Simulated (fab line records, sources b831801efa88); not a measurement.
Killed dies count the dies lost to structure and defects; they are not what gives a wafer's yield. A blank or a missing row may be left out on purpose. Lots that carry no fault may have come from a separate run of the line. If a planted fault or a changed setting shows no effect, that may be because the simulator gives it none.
Problem report, 8D (eight disciplines) form, completed by code    flow sky130    the parts of the form that need people (team, actions taken, sign-off) are left out

== 1. PROBLEM STATEMENT ==
Wafers without a fault read 70.6 s, standard deviation 0.42; run-length-s at SKY_POLY_CUT_ETCH_11 reads a mean of 81.1 s on 3 wafers belonging to 2 lots. That is +25 standard deviations from the usual mean.
The step: etches Si3N4 in CF4/CH2F2/Ar, stops on poly-Si, time 42.5 s, target depth 60 nm.
Earliest sighting: wafer L397.4 on rie-diel-03 at day 30 17:59. The record has a number at this step for 36 wafers belonging to 12 lots. Rule for "out" (also "out of limits"): further than 4 standard deviations from the usual mean. Any other wafer with a number is counted as sound.

== 2. WHAT IT IS AND WHAT IT IS NOT ==
question                     is                            is not
which readings at this step  run-length-s, oes-product-au  bias-w, drypump-motor-current-A, throttle-valve-pct
which lots                   L397, L399                    L380, L381, L385, L386, L387, L388, L389, L390, L391, L403
which wafers of those lots   L397.4, L397.5, L399.3        L397.6, L399.2, L399.4
read on which tools          rie-diel-03                   rie-diel-01, rie-diel-04
when                         from day 30 17:59             up to then (28 sound wafers); but 5 sound wafers of L399, L403 came after

== 3. THE SUSPECTS, EACH WITH WHAT RULES IT OUT ==
Counting: a tool at a process step up to the reading stays a suspect if it ran every lot that is out. Sound lots after the first of them don't rule it out here, since some wafers of a struck lot are sound.
- rie-diel-03 at SKY_POLY_CUT_ETCH_11 (etches Si3N4 in CF4/CH2F2/Ar, stops on poly-Si, time 42.5 s, target depth 60 nm): kept. Every lot that is out went through it, the first being L397 (day 30 17:59); the last sound lot it ran before that was L391 (day 28 05:05). On those wafers its own readings are out: oes-product-au, run-length-s.
- In rie-diel-03 at SKY_POLY_CUT_ETCH_11, the wafers that are out were processed in chamber 1 and their sound lot-mates in chambers 0, 2.
After counting, what remains is rie-diel-03 at SKY_POLY_CUT_ETCH_11.

== 4. THE CAUSE (what the simulator had put in) ==
rie-diel-03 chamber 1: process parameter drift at SKY_POLY_CUT_ETCH_11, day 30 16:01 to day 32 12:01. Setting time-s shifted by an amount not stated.
This tool alone remained once counting was done.

== 5. SEQUENCE OF EFFECTS, ordered by route ==
Each row: a reading where the mean over the struck wafers with a number is more than 3 standard deviations away from the usual. Scope: only readings with a usual standard deviation given in the record; hours: median across lots of the time from each lot's start at the first step in this table that gives one to its start at this step; sigmas: change in usual standard deviations.
hours  step                  reading         usual       on struck wafers  change  sigmas
0      SKY_POLY_CUT_ETCH_11  oes-product-au  0.829 a.u.  0.744             -0.085  -14
0      SKY_POLY_CUT_ETCH_11  run-length-s    70.6 s      81.1              +10.5   +25
The process steps in it:
- SKY_POLY_CUT_ETCH_11: etches Si3N4 in CF4/CH2F2/Ar, stops on poly-Si, time 42.5 s, target depth 60 nm.
Later measuring or inspecting steps at which every struck wafer that the step has a row for has a number for every such reading, and none has moved that far: SKY_LOCAL_INTERCONNECT_OVL_MEAS_12.

== 6. HOW IT WOULD HAVE BEEN CAUGHT EARLIER ==
First out-of-limits reading in this record: day 30 17:59, which is 2 hours after fault onset at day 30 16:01.
